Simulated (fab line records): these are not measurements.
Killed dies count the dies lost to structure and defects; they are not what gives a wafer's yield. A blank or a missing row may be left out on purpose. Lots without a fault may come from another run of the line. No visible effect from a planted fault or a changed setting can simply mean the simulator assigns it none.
Problem report, 8D (eight disciplines) form, completed by code	flow sky130	the parts of the form that need people (team, actions taken, sign-off) are left out

== 1. WHAT WENT WRONG ==
cdNm at SKY_VT_ADJUST_HVTR_CD_MEAS_07 reads a mean of 347.2 nm on 6 wafers of 2 lots; wafers without a fault read 379.5 nm with a standard deviation of 2.2. That is -15 standard deviations from the usual mean.
The step: target cd 380 nm.
First observed at day 15 02:40: wafer L221.1, on cdSem-02. At this step, 39 wafers from 13 lots have a number in the record. The rule behind "out" and "out of limits": a value lying over 4 standard deviations away from the usual mean. The rest of the wafers with a number are treated as sound.

== 2. WHAT IT IS; WHAT IT IS NOT ==
question	is	is not
which readings at this step	cdNm	-
which lots	L221, L223	L207, L210, L212, L213, L215, L216, L218, L219, L224, L226, L227
which wafers of those lots	all that have a number	-
read on which gauges	cdSem-01, cdSem-02	-
when	from day 15 02:40	up to then (24 sound wafers); but 9 sound wafers of L224, L226, L227 came after

== 3. THE SUSPECTS, EACH WITH WHAT RULES IT OUT ==
Counting: a tool at any process step up to the reading remains a suspect when it ran all the lots that are out and ran no sound lot after the first of those.
- ruled out: the gauge at SKY_VT_ADJUST_HVTR_CD_MEAS_07. The wafers that are out were read on 2 gauges (cdSem-01, cdSem-02).
- rieSi-02 at SKY_FIELD_ISO_ETCH_17 (etches Si in HBr/Cl2/O2, target depth 342 nm, time 97.7 s): ruled out as a lasting fault. After its first lot that is out, L221 (day 6 00:11), sound lots L224, L226 ran on it.
- lithoTrack-03 at SKY_VT_ADJUST_HVTR_DEVELOP_06 (develop time 60 s): kept. Every lot that is out went through it, starting with L221 (day 15 02:31), and after that it ran no sound lot; the last sound lot it ran before then is L219 (day 14 20:10).
The count leaves lithoTrack-03 at SKY_VT_ADJUST_HVTR_DEVELOP_06.

== 4. THE CAUSE (what the simulator had put in) ==
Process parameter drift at SKY_VT_ADJUST_HVTR_DEVELOP_06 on lithoTrack-03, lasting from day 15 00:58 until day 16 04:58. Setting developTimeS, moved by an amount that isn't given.
Counting left only this tool.

== 5. SEQUENCE OF EFFECTS, ordered by route ==
Each row: a reading whose mean over the struck wafers that have a number lies more than 3 standard deviations from the usual. Scope: only readings with a usual standard deviation given in the record; hours: median across lots of the time from each lot's start at the first step in this table that gives one to its start at this step; sigmas: change in usual standard deviations.
hours	step	reading	usual	on struck wafers	change	sigmas
0	SKY_VT_ADJUST_HVTR_CD_MEAS_07	cdNm	379.5 nm	347.2	-32.3	-15

== 6. HOW IT WOULD HAVE BEEN CAUGHT EARLIER ==
The first out-of-limits reading at a measuring or inspecting step in this record came at day 15 02:40, 2 hours after the fault's start at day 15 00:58.
Lots out: 2; of these, L223 started SKY_VT_ADJUST_HVTR_DEVELOP_06 on lithoTrack-03 after day 15 02:40. Putting the tool on hold at that point would have spared it.
